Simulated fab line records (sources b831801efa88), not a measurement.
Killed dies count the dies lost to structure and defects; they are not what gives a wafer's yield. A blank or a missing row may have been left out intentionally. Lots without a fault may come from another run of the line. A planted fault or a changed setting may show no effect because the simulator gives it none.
Chamber matching + flow sky130 + 4 sister chambers for SKY_POLY_CUT_ETCH_10 on rie diel-01
The step etches BARC in N2/H2, stops on SiO2, time 45.9 s, target depth 60 nm. 8 wafers are shown with their chamber, then 9 later ones without.

## WAFERS PAIRED WITH THEIR CHAMBERS
| wafer  | chamber | drypump motor current A (A) | h2 flow sccm (sccm) |
|--------|---------|-----------------------------|---------------------|
| L076.6 | 0       | 6.2                         | 200.0               |
| L078.3 | 1       | 5.2                         | 199.6               |
| L078.6 | 1       | 5.2                         | 199.2               |
| L083.4 | 0       | 6.2                         | 199.6               |
| L085.6 | 3       | 6.0                         | 199.7               |
| L087.2 | 2       | 6.4                         | 200.0               |
| L087.3 | 3       | 5.9                         | 200.5               |
| L087.5 | 2       | 6.5                         | 199.4               |

## WAFERS WHOSE CHAMBER IS MISSING
| wafer  | drypump motor current A (A) | h2 flow sccm (sccm) |
|--------|-----------------------------|---------------------|
| L094.1 | 6.2                         | 200.0               |
| L094.3 | 5.2                         | 199.3               |
| L094.6 | 6.2                         | 199.8               |
| L095.1 | 5.1                         | 200.5               |
| L095.3 | 6.0                         | 199.7               |
| L095.5 | 5.2                         | 200.0               |
| L096.3 | 6.4                         | 199.4               |
| L096.5 | 6.2                         | 199.1               |
| L096.6 | 5.2                         | 199.9               |

## THE CHAMBER EACH PASSED THROUGH
| wafer  | from the rows above | in truth |
|--------|---------------------|----------|
| L094.1 | 0                   | 0        |
| L094.3 | 1                   | 1        |
| L094.6 | 0                   | 0        |
| L095.1 | 1                   | 1        |
| L095.3 | 3                   | 3        |
| L095.5 | 1                   | 1        |
| L096.3 | 2                   | 2        |
| L096.5 | 0                   | 0        |
| L096.6 | 1                   | 1        |
9 of 9 placed correctly. Left unplaced by these rows: 0. 0 placed wrongly.
How it was worked out, from the rows above alone: a wafer's distance from a chamber is the root of the sum, over the readings, of the square of ((its reading less the chamber's mean) divided by the reading's scatter). If the next closest chamber is less than 2 further off than the closest, the wafer can't be placed; otherwise it belongs to the closest. Each chamber's mean is taken over the wafers shown for it. The scatter: the root of (the sum of the squares of (reading less its chamber's mean) over the shown wafers, divided by (wafers less chambers)).
